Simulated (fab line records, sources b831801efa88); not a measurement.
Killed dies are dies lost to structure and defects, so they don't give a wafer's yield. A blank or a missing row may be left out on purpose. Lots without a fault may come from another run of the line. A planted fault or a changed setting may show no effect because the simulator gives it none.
One fault seen from 2 desks | flow sky130 | each desk has only its own numbers; what lay behind them comes last

THE METROLOGY DESK
What the gauges read, lot by lot, whatever tool the lot ran on: means of the sampled wafers that have a number. A lot is out of limits, marked OUT, if its mean lies more than 4 standard deviations from the usual mean; the brackets give that distance.
Columns: A = cd_nm at SKY_SONOS_TUNNEL_CD_MEAS_07, usual 410.0 nm; B = SONOS_TUNNEL_OVL at SKY_SONOS_TUNNEL_OVL_MEAS_08, usual 0.2 nm; C = SONOS_TUNNEL_TW at SKY_SONOS_TUNNEL_TW_MEAS_12, usual 200.2; D = SONOS_ONO_OXIDATION_THK at SKY_SONOS_ONO_THK_MEAS_01, usual 2.61 nm; E = SONOS_ONO_CVD_02_THK at SKY_SONOS_ONO_THK_MEAS_03, usual 10.50 nm
lot  | first seen here | A     | B    | C     | D    | E
L489 | day 11 15:13    | 410.4 | 1.0  | 200.7 | 2.66 | 10.81
L497 | day 14 11:25    | 410.2 | 0.8  | 201.6 | 2.54 | 10.31
L501 | day 15 12:32    | 408.8 | 1.7  | 201.7 | 2.64 | 11.50 (+6.2) OUT
L508 | day 19 02:16    | 407.5 | -1.4 | 202.2 | 2.55 | 10.61
L511 | day 19 16:57    | 408.3 | -2.5 | 196.2 | 2.63 | 10.52
This desk's finding: out of limits on L501; first on L501, day 15 17:20 (SONOS_ONO_CVD_02_THK at SKY_SONOS_ONO_THK_MEAS_03). In limits: L489, L497, L508, L511.

THE TOOL OWNER'S DESK: lpcvd-02
The tool's own readings at SKY_SONOS_ONO_CVD_02 (deposits Si3N4 from DCS/NH3, target thk 10.5 nm, time 180 s): means of the sampled wafers that have a number, for each lot that ran on this tool. A lot is out of limits, marked OUT, if its mean lies more than 4 standard deviations from the usual mean; the brackets give that distance.
Columns: A = spike_tc_centre_C at SKY_SONOS_ONO_CVD_02, usual 771.0 C; B = susceptor_temp_C at SKY_SONOS_ONO_CVD_02, usual 770.0 C; C = zone_power_bottom_pct at SKY_SONOS_ONO_CVD_02, usual 18.85 %; D = zone_power_centre_pct at SKY_SONOS_ONO_CVD_02, usual 13.91 %
lot  | first seen here | A               | B     | C     | D
L489 | day 11 22:31    | 771.7           | 770.2 | 18.92 | 13.91
L497 | day 14 13:47    | 771.4           | 770.1 | 18.84 | 14.02
L501 | day 15 16:16    | 787.4 (+16) OUT | 769.7 | 18.68 | 18.19 (+25) OUT
L508 | day 19 04:30    | 769.9           | 770.3 | 18.70 | 13.75
L511 | day 19 19:11    | 771.1           | 769.9 | 18.56 | 13.77
This desk's finding: out of limits on L501; first on L501, day 15 16:16 (spike_tc_centre_C at SKY_SONOS_ONO_CVD_02). In limits: L489, L497, L508, L511.

PUT TOGETHER
The tool owner's desk could have raised an alarm at day 15 16:16, on L501.
The metrology desk could have raised an alarm at day 15 17:20, on L501.
Of the lots named, all ran SKY_SONOS_ONO_CVD_02 on lpcvd-02.

WHAT THE SIMULATOR HAD PUT IN
Process parameter drift: lpcvd-02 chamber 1, from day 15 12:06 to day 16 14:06, at SKY_SONOS_ONO_CVD_02. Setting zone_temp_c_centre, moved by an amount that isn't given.
Lots struck among those shown: L501.
Hours from the fault's start to each desk's first reading out of limits: the tool owner's desk, 4; the metrology desk, 5.
